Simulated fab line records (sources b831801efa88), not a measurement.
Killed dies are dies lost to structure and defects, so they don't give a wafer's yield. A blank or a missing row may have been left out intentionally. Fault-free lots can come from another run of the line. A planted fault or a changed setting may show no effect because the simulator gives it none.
The tool behind it: which one?    flow sky130    Sampling: 12 lots, 36 wafers, 5 of 708 route steps

== WHAT EACH GAUGE READ, for each wafer ==
Not one reading of a measure or inspect step in the record can be checked against a usual standard deviation.

== TOOL THAT RAN EACH LOT (tool first, then ch and the chambers of the sampled wafers, then the start) ==
lot   SKY_METAL4_DESCUM_15               SKY_METAL4_ETCH_17                  SKY_VIA4_HDPCVD_00                SKY_VIA4_CVD_18                SKY_PAD_OPEN_PROBE_99
L208  rie-metal-04 ch 0, day 41 14:17    rie-diel-03 ch 1,2, day 41 14:25    hdpcvd-01 ch 0,1, day 41 15:13    cvd-w-01 ch 0,1, day 42 15:49  -
L209  rie-metal-04 ch 0,1, day 41 21:30  rie-diel-03 ch 0,3, day 41 21:37    hdpcvd-02 ch 0,1,2, day 41 22:25  cvd-w-02 ch 0,1, day 42 22:23  -
L210  rie-metal-04 ch 0,1, day 42 09:29  rie-diel-01 ch 2,3, day 42 09:37    hdpcvd-02 ch 0,2, day 42 10:25    cvd-w-01 ch 0,1, day 43 09:54  prober-01, day 46 05:35
L211  rie-metal-03 ch 0,1, day 42 18:38  rie-diel-03 ch 1,2, day 42 18:46    hdpcvd-02 ch 0,1,2, day 42 19:34  cvd-w-01 ch 0,1, day 43 19:14  prober-02, day 46 16:02
L213  rie-metal-03 ch 0,1, day 43 02:56  rie-diel-01 ch 2,3, day 43 03:04    hdpcvd-01 ch 1,2, day 43 03:53    cvd-w-02 ch 0,1, day 44 03:39  -
L215  rie-metal-03 ch 0,1, day 43 21:50  rie-diel-02 ch 0,2,3, day 43 21:58  hdpcvd-02 ch 1,2, day 43 22:46    cvd-w-01 ch 0,1, day 44 22:02  prober-02, day 47 15:19
L216  rie-metal-02 ch 0,1, day 44 03:23  rie-diel-02 ch 1,2,3, day 44 03:31  hdpcvd-02 ch 0,1,2, day 44 04:19  cvd-w-01 ch 0,1, day 45 02:44  prober-01, day 47 20:08
L224  rie-metal-04 ch 0,1, day 47 02:02  rie-diel-02 ch 0,1,2, day 47 02:10  hdpcvd-01 ch 0,1, day 47 02:57    cvd-w-01 ch 0,1, day 48 00:07  prober-01, day 50 09:07
L226  rie-metal-04 ch 0,1, day 47 10:53  rie-diel-03 ch 0,3, day 47 11:01    hdpcvd-02 ch 0,2, day 47 11:56    cvd-w-01 ch 0,1, day 48 07:49  -
L228  rie-metal-02 ch 0,1, day 47 20:05  rie-diel-03 ch 0,1,2, day 47 20:13  hdpcvd-02 ch 1,2, day 47 21:01    cvd-w-02 ch 0,1, day 48 16:31  -
L227  rie-metal-04 ch 0,1, day 48 00:17  rie-diel-02 ch 0,2,3, day 48 00:25  hdpcvd-01 ch 0,1,2, day 48 01:12  cvd-w-02 ch 0,1, day 48 20:08  -
L229  rie-metal-02 ch 0,1, day 48 07:33  rie-diel-03 ch 0,1,3, day 48 07:40  hdpcvd-01 ch 1,2, day 48 08:46    cvd-w-02 ch 0,1, day 49 03:42  -
- SKY_METAL4_DESCUM_15: chemistry O2, time 8 s.
- SKY_METAL4_ETCH_17: etches SiO2 in C4F8/O2/Ar, stops on TiN, time 3.9 s, target depth 15 nm.
- SKY_VIA4_HDPCVD_00: deposits SiO2, target thk 1750 nm, time 291.7 s.
- SKY_VIA4_CVD_18: deposits W, target thk 505 nm, time 152.14 s.
- SKY_PAD_OPEN_PROBE_99

== AS READ BY THE TOOLS THEMSELVES (means over the sampled wafers that have a number; for cases with no such wafer, the mark the record gives instead) ==
SKY_METAL4_DESCUM_15. Usual: chamber-pressure-mTorr 9.999 mTorr, standard deviation 0.0087; drypump-motor-current-A 6.0 A, standard deviation 0.47; oes-product-au 1.000 a.u., standard deviation 0.0098.
lot   tool          chamber-pressure-mTorr (mTorr)  drypump-motor-current-A (A)  oes-product-au (a.u.)  flag
L208  rie-metal-04  9.997                           5.7                          0.986                  
L209  rie-metal-04  10.006                          5.7                          0.999                  
L210  rie-metal-04  10.000                          5.7                          1.009                  
L211  rie-metal-03  10.003                          6.3                          1.001                  
L213  rie-metal-03  9.995                           6.3                          0.994                  
L215  rie-metal-03  9.986                           6.3                          0.999                  
L216  rie-metal-02  9.993                           5.6                          1.004                  
L224  rie-metal-04  10.007                          5.7                          1.006                  
L226  rie-metal-04  10.005                          5.6                          0.999                  
L228  rie-metal-02  9.993                           5.9                          1.003                  
L227  rie-metal-04  9.996                           5.7                          0.992                  
L229  rie-metal-02  10.004                          5.6                          1.004                  

SKY_METAL4_ETCH_17. Usual: chamber-pressure-mTorr 40.00 mTorr, standard deviation 0.039; oes-product-au 0.754 a.u., standard deviation 0.0072.
lot   tool         chamber-pressure-mTorr (mTorr)  oes-product-au (a.u.)  flag
L208  rie-diel-03  39.99                           0.760                  
L209  rie-diel-03  40.00                           0.761                  
L210  rie-diel-01  40.03                           0.756                  
L211  rie-diel-03  40.00                           0.755                  
L213  rie-diel-01  40.04                           0.748                  
L215  rie-diel-02  40.00                           0.758                  
L216  rie-diel-02  39.99                           0.757                  
L224  rie-diel-02  39.98                           0.759                  
L226  rie-diel-03  39.98                           0.750                  
L228  rie-diel-03  40.01                           0.749                  
L227  rie-diel-02  40.00                           0.748                  
L229  rie-diel-03  40.01                           0.754                  

SKY_VIA4_CVD_18. Usual: heater-power-w reads 775 W (standard deviation 49).
lot   tool      heater-power-w (W)  flag
L208  cvd-w-01  730                 
L209  cvd-w-02  818                 
L210  cvd-w-01  742                 
L211  cvd-w-01  730                 
L213  cvd-w-02  841                 
L215  cvd-w-01  737                 
L216  cvd-w-01  723                 
L224  cvd-w-01  765                 
L226  cvd-w-01  740                 
L228  cvd-w-02  833                 
L227  cvd-w-02  804                 
L229  cvd-w-02  836                 

SKY_PAD_OPEN_PROBE_99. Usual: defect-limited-yield 82.5 %, standard deviation 1.9; killed_at_M0_to_M3 44, standard deviation 7.3; killed_at_M4_up 3.2, standard deviation 1.8; killed-at-contacts 24, standard deviation 5.4; killed-at-front-end 16, standard deviation 4.4; killed-at-other 0.3, standard deviation 0.48; killed-dies 86, standard deviation 9.5; killed-open 47, standard deviation 7.7; killed-short 39, standard deviation 6.4; sort_bin_3_pad_short 0.9 %, standard deviation 0.41; sort_bin_5_function 10.4 %, standard deviation 1.5; sort_bin_6_memory 6.2 %, standard deviation 1.1; sort-n-pass 406, standard deviation 9.5; sort-yield-pct 82.5 %, standard deviation 1.9.
lot   tool       defect-limited-yield (%)  killed_at_M0_to_M3  killed_at_M4_up  killed-at-contacts  killed-at-front-end  killed-at-other  killed-dies  killed-open  killed-short  sort_bin_3_pad_short (%)  sort_bin_5_function (%)  sort_bin_6_memory (%)  sort-n-pass  sort-yield-pct (%)  flag
L210  prober-01  81.8                      43                  4.0              29                  14                   0.0              90           49           40            0.6                       11.1                     6.6                    402          81.8                
L211  prober-02  81.4                      49                  2.3              27                  13                   0.7              92           47           45            0.5                       11.3                     6.8                    400          81.4                
L215  prober-02  76.9                      43                  30.3             23                  18                   0.3              114          49           37            2.3                       14.4                     6.4                    378          76.9                OFF
L216  prober-01  76.6                      49                  27.7             27                  12                   0.3              115          56           34            2.6                       13.5                     7.3                    377          76.6                OFF
L224  prober-01  82.2                      47                  4.0              23                  14                   0.0              88           46           42            0.8                       10.7                     6.3                    404          82.2                

== THE ANSWER, worked out from the rows above alone ==
Rule: a lot counts as off when the mean over its wafers that have a number is more than 3 standard deviations away from the usual mean. Also off: a lot with no number at a reading for which 4 or more lots have one. The other lots that the step has rows for count as sound. After the gauges, taken in route order, come the tools' own readings; for these a lot's mean is taken, as printed above. The first step at which some lot is off is used, and at that step the reading that is off furthest; a lot without a number counts as furthest.
Off: L215, L216, at SKY_PAD_OPEN_PROBE_99 (killed_at_M4_up). Neither off nor sound, because the step has no rows for them: L208, L209, L213, L226, L228, L227, L229.
If a tool, at that step or one of the process steps before it, ran each lot that is off and ran no sound lot following the first of them, it fits. One fits: SKY_VIA4_HDPCVD_00 on hdpcvd-02. A fault onset in the window from L211 (day 42 19:34, its last sound lot) to L215 (day 43 22:46, its first lot off) fits.

== WHAT HAD BEEN PUT IN BY THE SIMULATOR ==
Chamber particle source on hdpcvd-02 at SKY_VIA4_HDPCVD_00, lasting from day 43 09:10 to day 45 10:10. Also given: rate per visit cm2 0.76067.
Shown lots that were struck: L215, L216. The same result came from the rule above.
